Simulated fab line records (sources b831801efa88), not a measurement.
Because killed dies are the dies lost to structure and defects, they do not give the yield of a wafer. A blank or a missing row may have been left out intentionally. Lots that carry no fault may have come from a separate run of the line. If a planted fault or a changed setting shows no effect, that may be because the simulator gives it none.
2 desks, one fault	flow gf180mcu	every desk sees just its own numbers, and what lay behind them comes last

## AT THE METROLOGY DESK
Means of the sampled wafers that have a number, per lot and without regard to the tool the lot ran on: this is what the gauges read. A lot is out of limits, marked OUT, if its mean lies more than 4 standard deviations from the usual mean; the brackets give that distance.
Columns: A = V5_CVD_00_THK at GF_V5_THK_MEAS_01, usual 300.6 nm; B = TOP_METAL_ALCU_THK at GF_TOP_METAL_THK_MEAS_06, usual 889 nm; C = PASSIVATION_CVD_00_THK at GF_PASSIVATION_THK_MEAS_01, usual 1000 nm; D = PASSIVATION_CVD_02_THK at GF_PASSIVATION_THK_MEAS_03, usual 699 nm
lot	first seen here	A	B	C	D
L151	day 26 08:03	305.2	878	1002	700
L152	day 26 16:22	299.7	890	1008	705
L153	day 26 16:59	303.3	905	1004	696
L154	day 27 09:50	301.7	881	998	709
L155	day 27 09:53	303.1	869	865 (-10) OUT	695
L156	day 27 16:39	300.5	879	735 (-20) OUT	706
L160	day 28 21:38	301.1	898	999	699
L164	day 30 12:58	303.8	897	992	692
L166	day 30 22:29	301.1	891	1007	695
L170	day 32 01:45	304.6	870	990	695
L172	day 32 08:25	298.9	874	1011	701
L174	day 33 00:41	299.7	883	997	692
This desk finds L155, L156 out of limits, with the earliest case on L155 at day 29 04:37 (PASSIVATION_CVD_00_THK at GF_PASSIVATION_THK_MEAS_01). Within limits: L151, L152, L153, L154, L160, L164, L166, L170, L172, L174.

## TOOL OWNER'S DESK, pecvd-04
The tool's own readings at GF_PASSIVATION_CVD_00 (deposits SiO2 from TEOS, target thk 1000 nm, time 111.95 s): means of the sampled wafers that have a number, for each lot that ran on this tool. A lot is out of limits, marked OUT, if its mean lies more than 4 standard deviations from the usual mean; the brackets give that distance.
Columns: A = heaterPowerOuterW at GF_PASSIVATION_CVD_00, usual 373 W; B = heaterPowerW at GF_PASSIVATION_CVD_00, usual 635 W
lot	first seen here	A	B
L151	day 28 04:23	334	595
L152	day 28 10:59	399	664
L153	day 28 12:03	410	665
L155	day 29 04:32	425	701
L156	day 29 11:02	361	606
L172	day 33 19:22	415	678
L174	day 34 10:52	426	679
Result from this desk: across the 7 lots, nothing is out of limits.

## BROUGHT TOGETHER
An alarm was possible from the metrology desk at day 29 04:37, on L155, L156.
Nothing out of limits was seen by the tool owner's desk.
The tool owner's desk has L155, L156 on record, within its limits.
The lots listed all ran GF_PASSIVATION_CVD_00 on pecvd-04.

## WHAT THE SIMULATOR HAD INSERTED
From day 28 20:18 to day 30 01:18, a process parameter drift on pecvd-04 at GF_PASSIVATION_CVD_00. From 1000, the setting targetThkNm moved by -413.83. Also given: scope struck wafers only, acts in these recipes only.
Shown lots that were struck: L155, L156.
Delay in hours, fault start to first out-of-limits reading, per desk: metrology desk 8.
